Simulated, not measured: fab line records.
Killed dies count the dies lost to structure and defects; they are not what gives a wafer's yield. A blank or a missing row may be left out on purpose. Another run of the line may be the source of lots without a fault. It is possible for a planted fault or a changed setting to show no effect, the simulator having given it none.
Matching of chambers	flow sky130	SKY_VIA1_CMP_24 on cmp-01 has 4 sister chambers
The step polishes, stops on SiO2, t overpolish 15 s, target thk 0 nm. 14 wafers are shown with their chamber, then 7 later ones without.

## WAFERS, EACH WITH ITS CHAMBER
wafer	chamber	motor-current-A (A)	time-to-endpoint-s (s)	overpolish-run-s (s)
L548.1	3	9.3	68	14.985
L548.2	2	10.2	64	15.004
L548.5	0	12.0	65	15.013
L549.2	1	10.5	65	15.002
L549.3	0	11.2	65	14.994
L549.5	0	11.9	59	15.021
L551.1	0	12.1	61	15.001
L551.2	1	11.0	62	15.007
L551.3	2	10.0	61	15.011
L553.2	0	11.8	65	14.998
L553.4	3	9.2	65	15.007
L553.5	2	10.1	65	15.004
L559.1	1	10.4	68	15.006
L559.4	3	9.3	70	15.004

SIGNATURES (averages over the wafers above)
reading	chamber 0	chamber 1	chamber 2	chamber 3	scatter within a chamber
motor-current-A	11.800	10.633	10.100	9.267	0.271
time-to-endpoint-s	63.00	65.00	63.33	67.67	2.67
overpolish-run-s	15.00540	15.00500	15.00633	14.99867	0.00915
Rule: a wafer's distance from a chamber is the root of the sum, over the readings, of the square of ((its reading less the chamber's mean) divided by the reading's scatter). If the next closest chamber is less than 2 further off than the closest, the wafer can't be placed; otherwise it belongs to the closest. The scatter: take each reading less its chamber's mean, square it, sum over the shown wafers, divide by the number of wafers less the number of chambers, and take the root.

## WAFERS WITH NO CHAMBER GIVEN
wafer	motor-current-A (A)	time-to-endpoint-s (s)	overpolish-run-s (s)
L559.5	10.1	67	15.003
L567.2	11.1	64	15.004
L567.3	12.0	59	14.999
L567.4	9.7	66	15.007
L571.1	9.5	65	15.002
L571.4	10.2	63	14.997
L571.6	9.9	65	14.995

## THE CHAMBER EACH PASSED THROUGH
wafer	from the rows above	in truth
L559.5	can't be placed: 2 or 1 or 3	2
L567.2	can't be placed: 1 or 0 or 2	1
L567.3	0	0
L567.4	can't be placed: 2 or 3 or 1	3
L571.1	can't be placed: 3 or 2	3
L571.4	can't be placed: 2 or 1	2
L571.6	can't be placed: 2 or 3 or 1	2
Correct placement for 1 of the 7. These rows do not allow placing 6 (true chamber among the candidates in 6). Placed wrongly: 0.
